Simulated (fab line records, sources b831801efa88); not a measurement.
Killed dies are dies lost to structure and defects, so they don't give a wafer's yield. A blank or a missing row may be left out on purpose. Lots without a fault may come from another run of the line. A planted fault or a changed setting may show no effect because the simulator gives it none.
One fault seen from 2 desks | flow gf180mcu | each desk has only its own numbers; what lay behind them comes last

THE TOOL OWNER'S DESK: iline_stepper-02
The tool's own readings at GF_DNWELL_EXPOSE_04 (exposes mask DNWELL, target cd 1700 nm): means of the sampled wafers that have a number, for each lot that ran on this tool. A lot is out of limits, marked OUT, if its mean lies more than 4 standard deviations from the usual mean; the brackets give that distance.
Columns: A = exposure_dose_mJ_cm2 at GF_DNWELL_EXPOSE_04, usual 260.02; B = reticle_temp_C at GF_DNWELL_EXPOSE_04, usual 23.00 C
lot  | first seen here | A                | B
L861 | day 2 13:15     | 259.93           | 22.95
L862 | day 2 17:42     | 260.19           | 23.07
L869 | day 4 06:27     | 259.98           | 22.97
L872 | day 4 22:25     | 247.39 (-49) OUT | 22.95
L874 | day 5 07:59     | 247.02 (-50) OUT | 23.11
This desk's finding: out of limits on L872, L874; first on L872, day 4 22:25 (exposure_dose_mJ_cm2 at GF_DNWELL_EXPOSE_04). In limits: L861, L862, L869.

THE METROLOGY DESK
What the gauges read, lot by lot, whatever tool the lot ran on: means of the sampled wafers that have a number. A lot is out of limits, marked OUT, if its mean lies more than 4 standard deviations from the usual mean; the brackets give that distance.
Columns: A = MVPSD_OVL at GF_MVPSD_OVL_MEAS_07, usual 0.5 nm; B = cd_nm at GF_HV_LDD_CD_MEAS_31, usual 399.8 nm
lot  | first seen here | A    | B
L861 | day 5 01:36     | 2.6  | 401.8
L862 | day 5 06:16     | -0.2 | 399.7
L863 | day 5 10:42     | 0.8  | 393.6
L866 | day 6 05:58     | 2.9  | 400.7
L869 | day 7 00:05     | -0.3 | 401.4
L870 | day 7 06:58     | 1.1  | 402.9
L871 | day 7 12:59     | -0.6 | 399.0
L872 | day 7 18:19     | -0.9 | 399.6
L874 | day 8 05:16     | 1.4  | 399.7
L877 | day 9 02:22     | 0.6  | 405.3
L881 | day 9 22:48     | -1.3 | 399.0
L882 | day 10 06:29    | -1.1 | 398.1
L884 | day 10 17:34    | -0.8 | 395.9
This desk's finding: nothing out of limits on any of the 13 lots.

PUT TOGETHER
The tool owner's desk could have raised an alarm at day 4 22:25, on L872, L874.
The metrology desk saw nothing out of limits.
The metrology desk has L872, L874 on record, within its limits.
Of the lots named, all ran GF_DNWELL_EXPOSE_04 on iline_stepper-02.

WHAT THE SIMULATOR HAD PUT IN
Process parameter drift: iline_stepper-02, from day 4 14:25 on, at GF_DNWELL_EXPOSE_04. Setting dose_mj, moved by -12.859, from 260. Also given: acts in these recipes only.
Lots struck among those shown: L872, L874.
Hours from the fault's start to each desk's first reading out of limits: the tool owner's desk, 8.
